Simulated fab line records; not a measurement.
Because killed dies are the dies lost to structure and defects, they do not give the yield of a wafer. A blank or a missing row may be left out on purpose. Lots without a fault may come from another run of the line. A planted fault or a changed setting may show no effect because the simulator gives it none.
fab line records -- flow gf180mcu
record lots=14, wafers=42, last_day=34
route steps=602 shown NSD@242 PSD@258 SAB@274
lots untouched by any fault: they come from a run of this same line in which no faults occurred
start_h: the number of hours between the record's first day and the start of the first shown wafer of the lot -- wait_h: hours since the lot's step before -- " the same as in the row above -- L1.1+2: a single row standing in for several wafers -- - either no value or no given start -- * or withheld: withheld -- < > ~ a bound
route shown NAME@n: a module of which the file shows steps, and the number in the route of the first -- usual: average and standard deviation across the fault-free wafers -- same: alike in all rows -- chamber/n: place in a boat -- sites: the reading at each site -- _std_site: how widely they spread, as a standard deviation -- _edge_site: the outer-site mean with the inner-site mean subtracted -- radius_mm: how far each site lies from the wafer's centre -- mask NAME#n: copy n -- behind: the last tool/chamber to shape the wafer -- hold: the reason the lot was held/the length of the hold in hours/how it ended -- device: the n, p or np transistor that did not switch -- end of line: tests of these same wafers at the route's end -- for a step that has no rows: nothing shown but its recipe -- killed: not the wafer's yield, but the dies lost to structure and defects at the first sort -- map: a wafer's dies, marking killed ones x, the rest . and places with no die _
set.NAME: setting as actually run; set.NAME@STEP: the setting as run at that earlier step -- model.NAME: the simulator's own value behind a step, which no gauge read
the route's steps for a sample of lots (tables are steps, rows are wafers)
services: from which hour (start_h, from the record's first day; less than 0 if before it) a tool's chamber was out of use, for how many hours, and why
## steps
# step GF_NSD_CD_MEAS_07
# recipe target_cd_nm=400
# usual cd_nm=399.5/2.5
lot.wafer,tool,chamber,start_h,wait_h,cd_nm
L974.1,cd_sem-01,-,300.99,0.1,398.0
L974.5,cd_sem-01,-,300.99,0.1,399.0
L974.6,cd_sem-01,-,300.99,0.1,399.2
L975.1,cd_sem-01,-,309.23,0.1,401.2
L975.4,cd_sem-01,-,309.23,0.1,401.1
L975.6,cd_sem-01,-,309.23,0.1,402.8
L976.1,cd_sem-02,-,323.42,0.1,400.3
L976.5,cd_sem-02,-,323.42,0.1,398.7
L976.6,cd_sem-02,-,323.42,0.1,399.9
L977.1,cd_sem-02,-,332.69,0.1,400.5
L977.4,cd_sem-02,-,332.69,0.1,401.5
L977.5,cd_sem-02,-,332.69,0.1,401.2
L979.1,cd_sem-01,-,351.14,0.1,399.0
L979.4,cd_sem-01,-,351.14,0.1,398.2
L979.5,cd_sem-01,-,351.14,0.1,399.5
L982.1,cd_sem-02,-,373.69,0.1,398.4
L982.5,cd_sem-02,-,373.69,0.1,400.1
L982.6,cd_sem-02,-,373.69,0.1,398.7
L987.1,cd_sem-01,-,408.87,0.1,400.4
L987.2,cd_sem-01,-,408.87,0.1,397.4
L987.6,cd_sem-01,-,408.87,0.1,401.0
L988.1,cd_sem-01,-,421.94,0.1,397.9
L988.4,cd_sem-01,-,421.94,0.1,399.3
L988.6,cd_sem-01,-,421.94,0.1,398.4
L990.1,cd_sem-02,-,431.67,0.1,403.5
L990.2,cd_sem-02,-,431.67,0.1,403.3
L990.3,cd_sem-02,-,431.67,0.1,404.0
L991.1,cd_sem-01,-,441.84,0.1,404.3
L991.5,cd_sem-01,-,441.84,0.1,405.7
L991.6,cd_sem-01,-,441.84,0.1,404.9
L992.2,cd_sem-02,-,454.86,0.1,399.7
L992.4,cd_sem-02,-,454.86,0.1,398.3
L992.5,cd_sem-02,-,454.86,0.1,400.0
L994.1,cd_sem-01,-,468.04,0.1,399.4
L994.4,cd_sem-01,-,468.04,0.1,398.9
L994.5,cd_sem-01,-,468.04,0.1,397.6
L995.1,cd_sem-01,-,477.04,0.1,398.8
L995.4,cd_sem-01,-,477.04,0.1,398.7
L995.5,cd_sem-01,-,477.04,0.1,398.1
L996.1,cd_sem-01,-,487.42,0.1,398.1
L996.2,cd_sem-01,-,487.42,0.1,398.9
L996.5,cd_sem-01,-,487.42,0.1,399.7
# step GF_PSD_STRIP_10
# recipe chemistry=O2/N2, power_w=1400, pressure_mtorr=1500, platen_temp_c=250, o2_flow_sccm=3000, n2_flow_sccm=300, overash_fraction=0.5
# usual chamber_pressure_mTorr=1499.9/1.4, drypump_motor_current_A=5.5/0.54, heater_power_w=354/29, oes_product_au=0.592/0.0044, strip_time_to_endpoint_s=16.54/0.039
lot.wafer,tool,chamber,start_h,wait_h,chamber_pressure_mTorr,drypump_motor_current_A,heater_power_w,oes_product_au,rf_hours_counter_h,strip_time_to_endpoint_s
L974.1,plasma_asher-01,0,322.07,0.1,1498.8,5.9,392,0.593,55,16.63
L974.5,plasma_asher-01,0,322.07,0.1,1500.0,5.9,367,0.592,-,16.66
L974.6,plasma_asher-01,1,322.07,0.1,1498.6,4.8,372,0.582,-,16.63
L975.1,plasma_asher-01,1,330.35,0.1,1498.5,4.8,367,0.593,56,16.61
L975.4,plasma_asher-01,1,330.35,0.1,1498.9,4.7,378,0.592,-,16.59
L975.6,plasma_asher-01,1,330.35,0.1,1501.9,4.8,368,0.586,-,16.60
L976.1,plasma_asher-04,1,346.22,0.1,1502.0,6.1,303,0.592,69,16.48
L976.5,plasma_asher-04,0,346.22,0.1,1500.1,5.2,346,0.592,-,16.48
L976.6,plasma_asher-04,1,346.22,0.1,1499.5,6.1,304,0.594,-,16.50
L977.1,plasma_asher-04,0,354.77,0.1,1501.7,5.2,347,0.596,70,16.55
L977.4,plasma_asher-04,1,354.77,0.1,1501.7,6.1,303,0.591,-,16.57
L977.5,plasma_asher-04,1,354.77,0.1,1500.9,6.1,313,0.595,-,16.57
L979.1,plasma_asher-01,0,374.52,0.1,1498.0,5.9,372,0.597,61,16.54
L979.4,plasma_asher-01,0,374.52,0.1,1498.4,5.9,373,0.601,-,16.56
L979.5,plasma_asher-01,1,374.52,0.1,1500.2,4.8,377,0.586,-,16.52
L982.1,plasma_asher-01,0,396.70,0.1,1501.2,5.9,385,0.587,63,16.51
L982.5,plasma_asher-01,1,396.70,0.1,1499.3,4.8,390,0.589,-,16.50
L982.6,plasma_asher-01,0,396.70,0.1,1499.8,5.9,375,0.583,-,16.52
L987.1,plasma_asher-04,1,433.98,0.1,-,-,-,-,-,-
L987.2,plasma_asher-04,0,433.98,0.1,-,-,-,-,-,-
L987.6,plasma_asher-04,1,433.98,0.1,-,-,-,-,-,-
L988.1,plasma_asher-02,0,451.24,0.2,-,-,-,-,-,-
L988.4,plasma_asher-02,0,451.24,0.2,-,-,-,-,-,-
L988.6,plasma_asher-02,0,451.24,0.2,-,-,-,-,-,-
L990.1,plasma_asher-01,1,456.87,0.1,1498.0,4.7,380,0.593,70,16.48
L990.2,plasma_asher-01,0,456.87,0.1,1500.3,5.9,384,0.588,70,16.49
L990.3,plasma_asher-01,1,456.87,0.1,1500.4,4.7,365,0.589,-,16.51
L991.1,plasma_asher-01,0,466.47,0.1,1501.4,5.9,380,0.598,71,16.52
L991.5,plasma_asher-01,1,466.47,0.1,1497.5,4.8,372,0.591,-,16.50
L991.6,plasma_asher-01,0,466.47,0.1,1501.4,5.9,385,0.591,-,16.52
L992.2,plasma_asher-04,0,479.52,0.1,1498.5,5.2,350,0.588,83,16.52
L992.4,plasma_asher-04,1,479.52,0.1,1502.5,6.1,307,0.586,-,16.52
L992.5,plasma_asher-04,1,479.52,0.1,1499.8,6.1,309,0.600,-,16.53
L994.1,plasma_asher-04,0,492.53,0.1,1499.8,5.2,350,0.592,84,16.55
L994.4,plasma_asher-04,0,492.53,0.1,1500.9,5.2,347,0.593,-,16.58
L994.5,plasma_asher-04,0,492.53,0.1,1501.8,5.2,351,0.589,-,16.54
L995.1,plasma_asher-04,0,501.08,0.1,1499.0,5.2,336,0.591,85,16.57
L995.4,plasma_asher-04,0,501.08,0.1,1501.6,5.2,345,0.595,-,16.60
L995.5,plasma_asher-04,0,501.08,0.1,1500.5,5.2,350,0.590,-,16.56
L996.1,plasma_asher-01,0,511.90,0.1,1499.5,5.9,383,0.589,76,16.56
L996.2,plasma_asher-01,1,511.90,0.1,1500.2,4.8,381,0.594,76,16.54
L996.5,plasma_asher-01,0,511.90,0.1,1499.7,5.9,379,0.592,-,16.56
# step GF_SAB_OVL_MEAS_10
# usual SAB_OVL=0.3/1.2
lot.wafer,tool,chamber,start_h,wait_h,SAB_OVL[nm]
L974.1,overlay-01,-,343.24,0.1,-0.2
L974.5,overlay-01,-,343.24,0.1,1.1
L974.6,overlay-01,-,343.24,0.1,-1.2
L975.1,overlay-01,-,351.74,0.1,-0.8
L975.4,overlay-01,-,351.74,0.1,-1.0
L975.6,overlay-01,-,351.74,0.1,-0.4
L976.1,overlay-01,-,369.31,0.1,-0.7
L976.5,overlay-01,-,369.31,0.1,0.5
L976.6,overlay-01,-,369.31,0.1,-0.1
L977.1,overlay-01,-,378.13,0.1,-0.3
L977.4,overlay-01,-,378.13,0.1,0.1
L977.5,overlay-01,-,378.13,0.1,-1.6
L979.1,overlay-02,-,396.68,0.1,-2.5
L979.4,overlay-02,-,396.68,0.1,0.1
L979.5,overlay-02,-,396.68,0.1,-1.9
L982.1,overlay-02,-,420.68,0.1,-1.5
L982.5,overlay-02,-,420.68,0.1,0.3
L982.6,overlay-02,-,420.68,0.1,-0.2
L987.1,overlay-01,-,458.84,0.1,-0.6
L987.2,overlay-01,-,458.84,0.1,0.6
L987.6,overlay-01,-,458.84,0.1,-0.1
L988.1,overlay-01,-,470.73,0.1,1.2
L988.4,overlay-01,-,470.73,0.1,1.6
L988.6,overlay-01,-,470.73,0.1,0.4
L990.1,overlay-01,-,481.54,0.1,-1.9
L990.2,overlay-01,-,481.54,0.1,-0.5
L990.3,overlay-01,-,481.54,0.1,-1.8
L991.1,overlay-02,-,490.94,0.1,1.1
L991.5,overlay-02,-,490.94,0.1,2.1
L991.6,overlay-02,-,490.94,0.1,0.0
L992.2,overlay-01,-,503.85,0.1,1.4
L992.4,overlay-01,-,503.85,0.1,2.3
L992.5,overlay-01,-,503.85,0.1,1.0
L994.1,overlay-02,-,516.28,0.1,1.1
L994.4,overlay-02,-,516.28,0.1,0.4
L994.5,overlay-02,-,516.28,0.1,1.4
L995.1,overlay-01,-,524.54,0.1,2.3
L995.4,overlay-01,-,524.54,0.1,-0.2
L995.5,overlay-01,-,524.54,0.1,1.0
L996.1,overlay-02,-,535.61,0.1,-1.9
L996.2,overlay-02,-,535.61,0.1,0.5
L996.5,overlay-02,-,535.61,0.1,-0.5
# step GF_SAB_STRIP_13
# recipe chemistry=O2/N2, power_w=1400, pressure_mtorr=1500, platen_temp_c=250, o2_flow_sccm=3000, n2_flow_sccm=300, overash_fraction=0.5
# usual chamber_pressure_mTorr=1499.8/1.4, drypump_motor_current_A=5.8/0.36, heater_power_w=340/30, oes_product_au=0.710/0.0041, strip_time_to_endpoint_s=12.63/0.042
lot.wafer,tool,chamber,start_h,wait_h,chamber_pressure_mTorr,drypump_motor_current_A,heater_power_w,oes_product_au,rf_hours_counter_h,strip_time_to_endpoint_s
L974.1,plasma_asher-02,0,343.44,0.0,1501.3,5.8,370,0.705,68,12.65
L974.5,plasma_asher-02,1,343.44,0.0,1500.9,6.2,326,0.706,-,12.64
L974.6,plasma_asher-02,0,343.44,0.0,1500.5,5.8,389,0.718,-,12.65
L975.1,plasma_asher-04,0,351.94,0.0,1498.8,5.2,355,0.709,70,12.70
L975.4,plasma_asher-04,1,351.94,0.0,1499.7,6.1,303,0.711,-,12.68
L975.6,plasma_asher-04,0,351.94,0.0,1498.7,5.2,353,0.716,-,12.64
L976.1,plasma_asher-02,1,369.51,0.0,1498.9,6.2,320,0.706,70,12.68
L976.5,plasma_asher-02,0,369.51,0.0,1499.1,5.8,385,0.710,-,12.64
L976.6,plasma_asher-02,1,369.51,0.0,1500.8,6.2,328,0.717,-,12.62
L977.1,plasma_asher-02,1,378.32,0.0,1499.1,6.2,333,0.705,71,12.62
L977.4,plasma_asher-02,0,378.32,0.0,1500.4,5.8,378,0.703,-,12.62
L977.5,plasma_asher-02,0,378.32,0.0,1501.8,5.8,387,0.706,-,12.63
L979.1,plasma_asher-04,1,396.87,0.0,1501.8,6.1,305,0.717,74,12.68
L979.4,plasma_asher-04,0,396.87,0.0,1498.0,5.2,350,0.708,-,12.71
L979.5,plasma_asher-04,1,396.87,0.0,1499.9,6.0,311,0.711,-,12.71
L982.1,plasma_asher-02,1,420.87,0.0,1501.3,6.2,323,0.713,75,12.62
L982.5,plasma_asher-02,0,420.87,0.0,1498.7,5.9,375,0.707,-,12.60
L982.6,plasma_asher-02,1,420.87,0.0,1499.4,6.2,329,0.711,-,12.60
L987.1,plasma_asher-02,1,459.04,0.0,1499.7,6.2,298,0.707,3,12.54
L987.2,plasma_asher-02,0,459.04,0.0,1499.4,5.8,369,0.708,3,12.53
L987.6,plasma_asher-02,0,459.04,0.0,1497.1,5.8,366,0.712,-,12.56
L988.1,plasma_asher-02,1,470.92,0.0,1500.0,6.2,292,0.709,4,12.63
L988.4,plasma_asher-02,0,470.92,0.0,1499.8,5.9,380,0.705,-,12.63
L988.6,plasma_asher-02,0,470.92,0.0,1500.0,5.9,366,0.711,-,12.63
L990.1,plasma_asher-04,1,481.74,0.0,1499.2,6.0,305,0.719,83,12.69
L990.2,plasma_asher-04,0,481.74,0.0,1500.1,5.2,343,0.702,83,12.66
L990.3,plasma_asher-04,0,481.74,0.0,1498.0,5.2,347,0.710,-,12.67
L991.1,plasma_asher-04,0,491.13,0.0,1499.2,5.2,343,0.715,84,12.68
L991.5,plasma_asher-04,0,491.13,0.0,1500.5,5.2,354,0.710,-,12.68
L991.6,plasma_asher-04,1,491.13,0.0,1498.9,6.0,310,0.712,-,12.65
L992.2,plasma_asher-02,0,504.18,0.0,1498.9,5.8,376,0.701,8,12.65
L992.4,plasma_asher-02,0,504.18,0.0,1501.9,5.8,384,0.706,-,12.70
L992.5,plasma_asher-02,0,504.18,0.0,1499.2,5.8,377,0.712,-,12.62
L994.1,plasma_asher-03,1,516.49,0.0,1499.9,6.1,367,0.709,43,12.63
L994.4,plasma_asher-03,1,516.49,0.0,1499.0,6.1,363,0.713,-,12.65
L994.5,plasma_asher-03,0,516.49,0.0,1498.7,5.4,323,0.712,-,12.63
L995.1,plasma_asher-04,0,524.73,0.0,1498.3,5.2,342,0.711,87,12.59
L995.4,plasma_asher-04,0,524.73,0.0,1496.7,5.2,355,0.707,-,12.62
L995.5,plasma_asher-04,1,524.73,0.0,1499.3,6.0,301,0.705,-,12.61
L996.1,plasma_asher-02,0,535.80,0.0,1499.3,5.8,381,0.712,11,12.61
L996.2,plasma_asher-02,1,535.80,0.0,1500.8,6.2,295,0.716,11,12.62
L996.5,plasma_asher-02,1,535.80,0.0,1499.2,6.2,294,0.708,-,12.64
## services
tool,chamber,start_h,hours,kind
plasma_asher-03,-,347.28,2.8,pm
plasma_asher-04,-,356.12,5.0,repair
plasma_asher-01,-,369.06,4.0,pm
plasma_asher-02,-,421.25,9.0,pm
plasma_asher-02,0,421.25,9.0,vent_cycle
plasma_asher-02,1,421.25,9.0,vent_cycle
plasma_asher-02,0,430.25,-,clean
plasma_asher-02,1,430.25,-,clean
plasma_asher-01,-,436.80,2.8,pm
plasma_asher-03,-,464.51,3.4,repair
plasma_asher-01,-,526.92,1.1,repair
## key
first_sign step=GF_PSD_STRIP_10, reading=tool_record, direction=missing
effect none on later readings
met_at GF_PSD_STRIP_10
struck_lots L987,L988
later_rows_left_out L987.1,L987.2,L987.6,L988.1,L988.4,L988.6
sort_left_out L987.1,L987.2,L987.6,L988.1,L988.4,L988.6
tester_left_out L987,L988
loop_trim step=GF_PSD_EXPOSE_04, setting=dose, lots=L988
not_acting_at GF_NSD_CD_MEAS_07,GF_SAB_OVL_MEAS_10,GF_SAB_STRIP_13
onset_between 354.77 433.98
fault kind=skipped_step_whole, tool=plasma_asher-02,plasma_asher-04, chamber=-, onset_h=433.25, steps=GF_PSD_STRIP_10, scope=struck_lots_only
# tester_left_out: of these lots the tester's yield and bins aren't shown, on N5 and GAA mostly nor the transistor test; their killed dies are dies lost to structure and defects alone, not to doping, threshold or leakage, so they don't give the yield
# sort_left_out: the simulated sort isn't trusted on such a fault, so these wafers' sort isn't shown, and their yield isn't known
# later_rows_left_out: the simulator's readings of these wafers behind a module that went badly wrong aren't trusted and aren't shown, but for the sort
# loop_trim: a control loop set the setting to another value than it would have without faults
